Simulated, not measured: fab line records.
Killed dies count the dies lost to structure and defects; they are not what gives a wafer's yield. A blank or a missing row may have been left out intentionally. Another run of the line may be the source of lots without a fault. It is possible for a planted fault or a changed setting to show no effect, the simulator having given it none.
Which tool did it? ; flow gf180mcu ; Sampling: 12 lots, 36 wafers, 4 of 602 route steps

## WHAT THE GAUGES READ, wafer by wafer
GF_STI_BOW_MEAS_00. Usual: for INCOMING_BOW the level is 0 um and the standard deviation is 6.7.
lot;measured;on;INCOMING_BOW (um);flag
L281;day 1 10:00;filmMetro-04;-1 2 13;
L283;day 1 20:01;filmMetro-02;6 7 -17;
L284;day 2 01:00;filmMetro-01;-3 10 0;
L285;day 2 06:06;filmMetro-01;4 12 4;
L286;day 2 11:02;filmMetro-02;3 4 5;
L288;day 2 21:00;filmMetro-04;5 4 2;
L289;day 3 02:00;filmMetro-02;-1 -4 1;
L295;day 4 08:02;filmMetro-01;0 -4 8;
L296;day 4 13:01;filmMetro-04;12 9 -3;
L300;day 5 09:00;filmMetro-01;10 -10 -7;
L303;day 6 00:02;filmMetro-04;17 4 5;
L304;day 6 05:02;filmMetro-04;4 -3 -8;

GF_NWELL_TW_MEAS_11. Usual: for NWELL_TW the level is 1573 and the standard deviation is 14.
lot;measured;on;NWELL_TW;flag
L281;day 4 03:49;filmMetro-02;1564 1557 1555;
L283;day 4 03:14;filmMetro-02;1553 1547 1551;
L284;day 4 03:28;filmMetro-01;1582 1572 1574;
L285;day 4 09:40;filmMetro-02;1556 1553 1563;
L286;day 4 11:09;filmMetro-01;1576 1581 1579;
L288;day 4 19:02;filmMetro-03;1581 1585 1586;
L289;day 5 00:55;filmMetro-03;1576 1572 1572;
L295;day 6 06:59;filmMetro-01;1740 1731 1735 1731 1723 1733;OFF
L296;day 6 13:59;filmMetro-01;1729 1731 1738 1727 1724 1732;OFF
L300;day 7 10:37;filmMetro-03;1583 1584 1592;
L303;day 8 04:50;filmMetro-02;1559 1558 1547;
L304;day 8 09:53;filmMetro-03;1574 1574 1584;

GF_VT_IMPLANT_RS_MEAS_47: a four-point-probe measurement. Usual: for NWELL_RS the level is 488.3 ohm/sq and the standard deviation is 1.2.
lot;measured;on;NWELL_RS (ohm/sq);flag
L281;day 8 06:27;filmMetro-03;487.6 488.1 488.1;
L283;day 8 04:55;filmMetro-01;488.3 488.8 487.4;
L284;day 8 05:20;filmMetro-02;487.8 487.3 487.8;
L285;day 8 10:52;filmMetro-02;487.0 486.3 488.2;
L286;day 8 13:14;filmMetro-01;487.5 488.8 488.7;
L288;day 8 22:40;filmMetro-03;487.2 486.4 486.0;
L289;day 9 04:46;filmMetro-02;489.5 490.1 490.5;
L295;day 10 18:06;filmMetro-03;641.4 642.5 641.3 642.2 642.1 640.2;OFF
L296;day 11 04:17;filmMetro-03;640.6 644.3 642.6 641.7 642.5 643.6;OFF
L300;day 12 04:15;filmMetro-03;489.8 489.6 490.2;
L303;day 13 04:17;filmMetro-03;486.7 486.0 487.3;
L304;day 13 09:03;filmMetro-03;489.2 488.1 490.0;

## WHAT TOOL EACH LOT RAN ON (gives the tool, then ch and the chambers of the sampled wafers, and finally the start)
lot;GF_NWELL_IMPLANT_08
L281;implanter-02 ch 0, day 4 03:25
L283;implanter-03 ch 0, day 4 02:51
L284;implanter-04 ch 0, day 4 03:04
L285;implanter-02 ch 0, day 4 09:16
L286;implanter-02 ch 0, day 4 10:47
L288;implanter-02 ch 0, day 4 18:38
L289;implanter-02 ch 0, day 5 00:31
L295;implanter-04 ch 0, day 6 06:37
L296;implanter-04 ch 0, day 6 13:36
L300;implanter-02 ch 0, day 7 10:13
L303;implanter-03 ch 0, day 8 04:28
L304;implanter-03 ch 0, day 8 09:31
- GF_NWELL_IMPLANT_08

## AS READ BY THE TOOLS THEMSELVES (means over the sampled wafers that have a number; for cases with no such wafer, the mark the record gives instead)
GF_NWELL_IMPLANT_08. Usual: tiltDeg -0.003 degrees, standard deviation 0.021.
lot;tool;tiltDeg (degrees);flag
L281;implanter-02;0.002;
L283;implanter-03;-0.003;
L284;implanter-04;-0.007;
L285;implanter-02;0.007;
L286;implanter-02;0.023;
L288;implanter-02;-0.020;
L289;implanter-02;0.002;
L295;implanter-04;3.878;OFF
L296;implanter-04;3.919;OFF
L300;implanter-02;0.000;
L303;implanter-03;0.004;
L304;implanter-03;0.019;

## THE ANSWER, worked out from the rows above alone
Rule: a lot counts as off when the mean over its wafers that have a number is more than 3 standard deviations away from the usual mean. A lot without any number at a reading at which 4 lots or more have one is off too. All remaining lots with rows at the step are treated as sound. After the gauges, taken in route order, come the tools' own readings; for these a lot's mean is taken, as printed above. At the first step where some lot is off, the reading lying furthest off is the one used; lots without a number count as furthest.
Off: L295, L296, seen at GF_NWELL_TW_MEAS_11 (NWELL_TW).
If a tool, at a process step before that reading, ran all the lots that are off and no sound lot after the first of them, it fits. The gauges at GF_NWELL_TW_MEAS_11 aren't tried: what is off there is off at GF_VT_IMPLANT_RS_MEAS_47 too, on other tools, and a gauge's error can't cause that. One candidate fits, namely implanter-04 at GF_NWELL_IMPLANT_08. A fault onset in the window from L284 (day 4 03:04, its last sound lot) to L295 (day 6 06:37, its first lot off) fits.
The tool's own readings at GF_NWELL_IMPLANT_08 bear it out: on the lots that are off they differ by more than 5 times the standard deviation of the sound lots' means. tiltDeg reads 3.899 degrees there against 0.003 degrees on the sound lots.

## WHAT THE SIMULATOR PUT IN
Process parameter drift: implanter-04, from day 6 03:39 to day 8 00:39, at GF_NWELL_IMPLANT_08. A move of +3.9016 in setting tiltDeg, from 0. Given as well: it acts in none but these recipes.
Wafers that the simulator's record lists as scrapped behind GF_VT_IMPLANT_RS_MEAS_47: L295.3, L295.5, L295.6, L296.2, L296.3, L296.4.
Shown lots that were struck: L295, L296. The rule above reached the same finding.
